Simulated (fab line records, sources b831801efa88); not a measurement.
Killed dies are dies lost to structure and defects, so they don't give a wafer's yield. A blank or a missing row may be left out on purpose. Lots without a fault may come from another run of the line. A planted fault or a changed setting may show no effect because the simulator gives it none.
Which tool did it? | flow gf180mcu | 12 lots, 36 wafers sampled, at 6 steps of a route of 602

WHAT THE GAUGES READ, wafer by wafer
GF_HV_LDD_TW_MEAS_50. Usual: HV_LDD_4_TW 566, standard deviation 5.3.
lot  | measured     | on            | HV_LDD_4_TW | flag
L911 | day 12 14:43 | film_metro-02 | 560 561 560 |
L917 | day 14 15:08 | film_metro-03 | 569 567 567 |
L915 | day 14 15:32 | film_metro-03 | 570 564 568 |
L920 | day 15 14:36 | film_metro-01 | 571 569 572 |
L921 | day 16 04:04 | film_metro-02 | 565 562 564 |
L923 | day 17 00:34 | film_metro-01 | 30 30 30    | OFF
L924 | day 17 07:48 | film_metro-02 | 29 29 30    | OFF
L925 | day 17 23:15 | film_metro-01 | 30 30 30    | OFF
L926 | day 18 04:07 | film_metro-02 | 567 567 562 |
L930 | day 19 03:10 | film_metro-02 | 560 561 562 |
L932 | day 19 23:21 | film_metro-02 | 560 560 558 |
L933 | day 20 07:51 | film_metro-03 | 569 564 567 |

GF_M2_CD_MEAS_14: target cd 280 nm. Usual: cd_nm 279.9 nm, standard deviation 1.1.
lot  | measured     | on        | cd_nm (nm)        | flag
L911 | day 19 10:41 | cd_sem-01 | 280.7 280.3 280.5 |
L917 | day 21 18:04 | cd_sem-02 | 279.7 279.7 279.1 |
L915 | day 21 19:44 | cd_sem-01 | 280.5 280.0 280.6 |
L920 | day 22 21:23 | cd_sem-02 | 280.4 281.3 280.8 |
L921 | day 23 09:08 | cd_sem-01 | 279.4 279.3 279.6 |
L926 | day 25 16:23 | cd_sem-02 | 279.8 280.0 278.6 |
L930 | day 26 10:41 | cd_sem-02 | 279.1 278.6 278.6 |
L932 | day 26 22:10 | cd_sem-02 | 278.5 278.3 279.9 |
L933 | day 27 09:10 | cd_sem-02 | 281.2 280.6 280.4 |

GF_V2_THK_MEAS_01. Usual: V2_CVD_00_THK 601 nm, standard deviation 7.1.
lot  | measured     | on            | V2_CVD_00_THK (nm) | flag
L911 | day 19 11:41 | film_metro-03 | 590 580 593        |
L917 | day 21 18:56 | film_metro-02 | 598 595 603        |
L915 | day 21 20:41 | film_metro-02 | 607 595 598        |
L920 | day 22 22:16 | film_metro-01 | 586 604 599        |
L921 | day 23 10:00 | film_metro-01 | 595 602 606        |
L926 | day 25 17:14 | film_metro-01 | 600 605 604        |
L930 | day 26 11:32 | film_metro-02 | 598 594 592        |
L932 | day 26 23:04 | film_metro-03 | 604 602 599        |
L933 | day 27 10:10 | film_metro-02 | 591 592 586        |

WHICH TOOL RAN EACH LOT (tool, then ch and the chambers of the sampled wafers, then the start)
lot  | GF_HV_LDD_STRIP_37                   | GF_HV_LDD_STRIP_49                   | GF_CONTACT_CMP_27
L911 | plasma_asher-03 ch 0,1, day 11 19:11 | plasma_asher-01 ch 0,1, day 12 14:37 | cmp-02 ch 0,1,2, day 16 08:46
L917 | plasma_asher-01 ch 0,1, day 13 18:50 | plasma_asher-02 ch 0,1, day 14 15:02 | cmp-02 ch 1,3, day 18 14:48
L915 | plasma_asher-01 ch 0,1, day 13 19:10 | plasma_asher-02 ch 0,1, day 14 15:26 | cmp-02 ch 0,3, day 18 16:26
L920 | plasma_asher-01 ch 0,1, day 14 16:47 | plasma_asher-02 ch 0,1, day 15 14:30 | cmp-02 ch 1,2,3, day 19 17:08
L921 | plasma_asher-02 ch 0,1, day 15 05:45 | plasma_asher-01 ch 0,1, day 16 03:57 | cmp-02 ch 0,1,3, day 20 07:39
L923 | plasma_asher-01 ch 0,1, day 16 01:30 | plasma_asher-03 ch 0,1, day 17 00:27 | -
L924 | plasma_asher-03 ch 0,1, day 16 09:06 | plasma_asher-01 ch 0,1, day 17 07:42 | -
L925 | plasma_asher-03 ch 0, day 16 23:56   | plasma_asher-03 ch 0,1, day 17 23:09 | -
L926 | plasma_asher-03 ch 0,1, day 17 04:15 | plasma_asher-02 ch 0,1, day 18 04:00 | cmp-01 ch 2,3, day 22 17:49
L930 | plasma_asher-01 ch 0,1, day 18 02:22 | plasma_asher-02 ch 0,1, day 19 03:05 | cmp-02 ch 0,1, day 23 09:50
L932 | plasma_asher-03 ch 0,1, day 18 22:48 | plasma_asher-01 ch 0,1, day 19 23:15 | cmp-01 ch 0,1,3, day 24 03:20
L933 | plasma_asher-03 ch 0,1, day 19 07:30 | plasma_asher-01 ch 0,1, day 20 07:45 | cmp-01 ch 1,2, day 24 11:01
- GF_HV_LDD_STRIP_37: strips in O2/N2.
- GF_HV_LDD_STRIP_49: strips in O2/N2.
- GF_CONTACT_CMP_27: polishes, stops on SiO2, t overpolish 15 s, target thk 0 nm.

WHAT THE TOOLS THEMSELVES READ (means of the sampled wafers that have a number; where no wafer has one, the mark that the record gives instead)
GF_HV_LDD_STRIP_37. Usual: chamber_pressure_mTorr 1500.0 mTorr, standard deviation 1.5; drypump_motor_current_A 5.6 A, standard deviation 0.34; heater_power_w 340 W, standard deviation 21; oes_product_au 0.716 a.u., standard deviation 0.0048; strip_time_to_endpoint_s 12.62 s, standard deviation 0.041.
lot  | tool            | chamber_pressure_mTorr (mTorr) | drypump_motor_current_A (A) | heater_power_w (W) | oes_product_au (a.u.) | strip_time_to_endpoint_s (s) | flag
L911 | plasma_asher-03 | 1499.8                         | 5.8                         | 361                | 0.715                 | 12.60                        |
L917 | plasma_asher-01 | 1501.7                         | 5.5                         | 319                | 0.715                 | 12.58                        |
L915 | plasma_asher-01 | 1499.1                         | 5.4                         | 322                | 0.716                 | 12.62                        |
L920 | plasma_asher-01 | 1499.7                         | 5.5                         | 321                | 0.708                 | 12.64                        |
L921 | plasma_asher-02 | 1501.6                         | 5.4                         | 338                | 0.720                 | 12.63                        |
L923 | plasma_asher-01 | -                              | -                           | -                  | -                     | -                            | OFF
L924 | plasma_asher-03 | -                              | -                           | -                  | -                     | -                            | OFF
L925 | plasma_asher-03 | -                              | -                           | -                  | -                     | -                            | OFF
L926 | plasma_asher-03 | 1499.5                         | 5.8                         | 356                | 0.710                 | 12.61                        |
L930 | plasma_asher-01 | 1500.5                         | 5.7                         | 327                | 0.716                 | 12.65                        |
L932 | plasma_asher-03 | 1501.3                         | 5.6                         | 344                | 0.713                 | 12.61                        |
L933 | plasma_asher-03 | 1499.4                         | 5.7                         | 345                | 0.716                 | 12.67                        |

GF_HV_LDD_STRIP_49. Usual: chamber_pressure_mTorr 1500.1 mTorr, standard deviation 1.4; drypump_motor_current_A 5.6 A, standard deviation 0.36; heater_power_w 339 W, standard deviation 21; oes_product_au 0.716 a.u., standard deviation 0.0047; strip_time_to_endpoint_s 12.64 s, standard deviation 0.035.
lot  | tool            | chamber_pressure_mTorr (mTorr) | drypump_motor_current_A (A) | heater_power_w (W) | oes_product_au (a.u.) | strip_time_to_endpoint_s (s) | flag
L911 | plasma_asher-01 | 1500.2                         | 5.5                         | 318                | 0.716                 | 12.56                        |
L917 | plasma_asher-02 | 1498.0                         | 5.7                         | 345                | 0.718                 | 12.60                        |
L915 | plasma_asher-02 | 1499.0                         | 5.4                         | 350                | 0.717                 | 12.65                        |
L920 | plasma_asher-02 | 1499.6                         | 5.6                         | 344                | 0.717                 | 12.69                        |
L921 | plasma_asher-01 | 1499.2                         | 5.5                         | 321                | 0.712                 | 12.60                        |
L923 | plasma_asher-03 | 1498.9                         | 5.6                         | 342                | 0.721                 | 27.53                        | OFF
L924 | plasma_asher-01 | 1500.5                         | 5.4                         | 312                | 0.717                 | 27.67                        | OFF
L925 | plasma_asher-03 | 1500.6                         | 5.8                         | 354                | 0.724                 | 27.55                        | OFF
L926 | plasma_asher-02 | 1500.9                         | 5.7                         | 350                | 0.714                 | 12.62                        |
L930 | plasma_asher-02 | 1499.1                         | 5.4                         | 346                | 0.720                 | 12.66                        |
L932 | plasma_asher-01 | 1500.0                         | 5.7                         | 334                | 0.715                 | 12.68                        |
L933 | plasma_asher-01 | 1499.2                         | 5.7                         | 334                | 0.722                 | 12.60                        |

GF_CONTACT_CMP_27. Usual: motor_current_A 10.6 A, standard deviation 0.69; overpolish_run_s 15.000 s, standard deviation 0.0088; time_to_endpoint_s 73 s, standard deviation 3.2.
lot  | tool   | motor_current_A (A) | overpolish_run_s (s) | time_to_endpoint_s (s) | flag
L911 | cmp-02 | 10.2                | 15.002               | 74                     |
L917 | cmp-02 | 10.4                | 14.999               | 77                     |
L915 | cmp-02 | 9.7                 | 14.988               | 73                     |
L920 | cmp-02 | 10.0                | 14.993               | 75                     |
L921 | cmp-02 | 10.2                | 15.005               | 70                     |
L926 | cmp-01 | 11.4                | 14.996               | 78                     |
L930 | cmp-02 | 10.2                | 15.002               | 70                     |
L932 | cmp-01 | 11.0                | 15.002               | 72                     |
L933 | cmp-01 | 11.3                | 14.995               | 74                     |

THE ANSWER, worked out from the rows above alone
Rule: a lot is off if the mean of its wafers that have a number lies more than 3 standard deviations from the usual mean. A lot without any number at a reading at which 4 lots or more have one is off too. The other lots that the step has rows for count as sound. The gauges are gone through in route order, then the tools' own readings, and for those a lot's mean is taken as printed above. The first step at which some lot is off is used, and at that step the reading that is off furthest; a lot without a number counts as furthest.
Off: L923, L924, L925, at GF_HV_LDD_TW_MEAS_50 (HV_LDD_4_TW).
A tool fits if, at a process step before that reading, it ran every lot that is off, and no sound lot after the first of them. The gauges at GF_HV_LDD_TW_MEAS_50 aren't tried: what is off there is off at GF_HV_LDD_STRIP_37 too, on other tools, and a gauge's error can't cause that. None of those tried fits.

WHAT THE SIMULATOR HAD PUT IN
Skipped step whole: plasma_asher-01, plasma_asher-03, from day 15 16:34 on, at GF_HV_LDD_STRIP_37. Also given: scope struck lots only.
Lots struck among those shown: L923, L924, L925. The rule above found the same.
